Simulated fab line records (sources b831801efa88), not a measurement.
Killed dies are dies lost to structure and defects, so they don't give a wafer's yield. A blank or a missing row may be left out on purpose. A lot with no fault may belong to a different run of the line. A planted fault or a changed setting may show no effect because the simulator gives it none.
A lot that was struck, set against a sound lot || flow gf180mcu || 14 steps out of a route of 602
Sound: wafers L375.2, L375.3, L375.5. Wafers struck: L385.3, L385.4, L385.5. The cause is given at the end.
At each step with rows: each side's tool, then ch and its chambers, then its first start. Under that, the readings that differ: sound wafers || struck wafers || difference of the means || sigmas: that difference in standard deviations of wafers without a fault.
alike: same words and numbers on both sides, and readings whose means sit less than 2 such deviations apart. not compared: any withheld reading, any reading some wafer has no value for, any bound like >300 that may hide the same value, and any number with overlapping values for which the record gives no deviation.
A row with sigmas, a row that says differs or no value, or rows on one side alone: a step with any of these is where the two part. When numbers do not overlap yet have no deviation, they are printed without sigmas and do not part them. A reading that every wafer of one side lacks parts them only if that side has two wafers or more.

GF_M1_SPUTTER_01: material TiN, target thk 30 nm, time 25 s.
  sound on pvd-sputter-02, day 18 05:33; struck on pvd-sputter-03, day 22 02:44
  alike: throttle-valve-pct
GF_M1_SPUTTER_02: material AlCu, target thk 450 nm, time 23.9 s.
  sound on pvd-sputter-02, day 18 05:35; struck on pvd-sputter-03, day 22 02:46
  alike: throttle-valve-pct
GF_M1_SPUTTER_03: material Ti, target thk 10 nm, time 6.7 s.
  sound on pvd-sputter-02, day 18 05:37; struck on pvd-sputter-03, day 22 02:47
  alike: throttle-valve-pct
GF_M1_SPUTTER_04: material TiN, target thk 50 nm, time 41.7 s.
  sound on pvd-sputter-02, day 18 05:38; struck on pvd-sputter-03, day 22 02:49
  alike: throttle-valve-pct
GF_M1_RS_MEAS_05: measures by four-point-probe.
  sound on film-metro-04, day 18 05:41; struck on film-metro-02, day 22 02:53
  alike: M1_ALCU_RS
GF_M1_THK_MEAS_06: measures by xrf.
  sound on film-metro-04, day 18 05:48; struck on film-metro-02, day 22 02:59
  alike: M1_ALCU_THK
then, 6 steps without rows for these wafers: GF_M1_DEHYDRATE_07 (time 60 s); GF_M1_HMDS_08 (prime time 60 s); GF_M1_COAT_09 (resist thk 1000 nm); GF_M1_SOFTBAKE_10 (time 60 s); GF_M1_EXPOSE_11 (exposes mask Metal1, target cd 230 nm); GF_M1_PEB_12 (peb time 90 s).
GF_M1_DEVELOP_13: develop time 60 s.
  sound on litho-track-02 ch 0, day 19 06:19; struck on litho-track-03, day 23 02:00
  no value came back on the struck wafers for chill-plate-temp-C (C), develop-time-s (s), resist-line-temp-C (C); on the sound wafers chill-plate-temp-C (C) reads 23.07 22.92 23.07
{"reading": "model.KrF_of_M1_COAT_09.thk-nm (nm)", "sound": "986.2 981 982.8", "struck": "1001 998.9 1001", "difference": "+17", "sigmas": ""}
GF_M1_CD_MEAS_14: target cd 230 nm.
  sound on cd-sem-02, day 19 06:28; struck on cd-sem-01, day 23 02:08
{"reading": "cd-nm (nm)", "sound": "230.9 231.7 231.3", "struck": "- - -", "difference": "no value on the struck wafers", "sigmas": ""}

== WHERE THEY PART ==
First at GF_M1_DEVELOP_13; last, within this record, at GF_M1_CD_MEAS_14.

WHY: whatever the simulator had introduced
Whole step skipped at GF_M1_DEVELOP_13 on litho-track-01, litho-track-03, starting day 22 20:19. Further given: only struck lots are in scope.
